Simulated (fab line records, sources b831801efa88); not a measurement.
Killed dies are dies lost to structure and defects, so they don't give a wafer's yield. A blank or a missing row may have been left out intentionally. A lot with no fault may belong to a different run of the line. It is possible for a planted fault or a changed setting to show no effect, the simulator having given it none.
Matching of chambers | flow sky130 | SKY_POLY_GATE_ETCH_16 on rie-diel-02: 4 sister chambers
The step etches Si3N4 in CH3F/O2, stops on poly-Si, time 147.5 s, target depth 75 nm. 8 wafers are shown with their chamber, then 10 later ones without.

== EACH WAFER AND ITS CHAMBER ==
wafer  | chamber | drypump-motor-current-A (A) | throttle-valve-pct (%)
L086.4 | 3       | 5.0                         | 10.542
L086.5 | 2       | 5.7                         | 10.545
L091.2 | 3       | 5.0                         | 10.550
L091.3 | 2       | 5.7                         | 10.538
L092.5 | 1       | 6.3                         | 10.517
L092.6 | 0       | 5.5                         | 10.537
L097.1 | 1       | 6.3                         | 10.519
L097.2 | 0       | 5.6                         | 10.544

== WAFERS WITH NO CHAMBER GIVEN ==
wafer  | drypump-motor-current-A (A) | throttle-valve-pct (%)
L097.4 | 5.7                         | 10.536
L095.1 | 6.3                         | 10.529
L095.3 | 5.7                         | 10.538
L095.6 | 6.3                         | 10.527
L093.2 | 5.0                         | 10.548
L093.5 | 5.0                         | 10.525
L093.6 | 5.5                         | 10.535
L096.2 | 5.5                         | 10.526
L096.3 | 6.3                         | 10.528
L096.4 | 5.0                         | 10.536

== WHICH CHAMBER EACH WENT THROUGH ==
wafer  | from the rows above | in truth
L097.4 | 2                   | 2
L095.1 | 1                   | 1
L095.3 | 2                   | 2
L095.6 | 1                   | 1
L093.2 | 3                   | 3
L093.5 | 3                   | 3
L093.6 | 0                   | 0
L096.2 | 0                   | 0
L096.3 | 1                   | 1
L096.4 | 3                   | 3
Correct placement for 10 of the 10. Number that these rows cannot place: 0. Placed wrongly: 0.
How it was worked out, from the rows above alone: a wafer's distance from a chamber is the root of the sum, over the readings, of the square of ((its reading less the chamber's mean) divided by the reading's scatter). The wafer belongs to the nearest chamber; if the next one is less than 2 further off, it can't be placed. A chamber's mean is the mean of its shown wafers. How the scatter is found: for the shown wafers, subtract from each reading the mean of its chamber, square and add these, divide the total by (wafers less chambers), then take the root.
